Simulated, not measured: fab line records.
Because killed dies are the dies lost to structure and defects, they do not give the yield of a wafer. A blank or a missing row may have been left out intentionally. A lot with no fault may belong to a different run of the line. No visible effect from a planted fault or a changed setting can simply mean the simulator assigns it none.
A single fault, viewed from 2 desks | flow sky130 | what lay behind the numbers comes last; until then each desk has only its own

TOOL OWNER'S DESK, pvdSputter-03
The tool's own readings at SKY_METAL4_SPUTTER_04 (material TiN, target thk 70 nm, time 58.3 s): means of the sampled wafers that have a number, for each lot that ran on this tool. A lot is out of limits, marked OUT, if its mean lies more than 4 standard deviations from the usual mean; the brackets give that distance.
Columns: A = throttleValvePct at SKY_METAL4_SPUTTER_04, usual 30.3 %
lot  | first seen here | A
L554 | day 41 19:00    | 30.6
L556 | day 42 07:00    | 30.4
L558 | day 42 18:37    | 30.7
This desk found nothing out of limits on any of the 3 lots.

METROLOGY DESK
What the gauges read, lot by lot, whatever tool the lot ran on: means of the sampled wafers that have a number. A lot is out of limits, marked OUT, if its mean lies more than 4 standard deviations from the usual mean; the brackets give that distance.
Columns: A = VIA3_W_RS at SKY_VIA3_RS_MEAS_22, usual 0.292 ohm/sq; B = VIA3_W_THK at SKY_VIA3_THK_MEAS_23, usual 401 nm
lot  | first seen here | A     | B
L554 | day 41 18:26    | 0.286 | 406
L555 | day 42 02:02    | 0.291 | 405
L556 | day 42 06:25    | 0.292 | 404
L558 | day 42 17:36    | 0.293 | 402
L569 | day 45 15:44    | 0.298 | 391
L570 | day 45 22:19    | 0.299 | 392
This desk found nothing out of limits on any of the 6 lots.

BROUGHT TOGETHER
Nothing out of limits was seen by the tool owner's desk.
At the metrology desk, nothing out of limits was observed.

WHAT THE SIMULATOR HAD PUT IN
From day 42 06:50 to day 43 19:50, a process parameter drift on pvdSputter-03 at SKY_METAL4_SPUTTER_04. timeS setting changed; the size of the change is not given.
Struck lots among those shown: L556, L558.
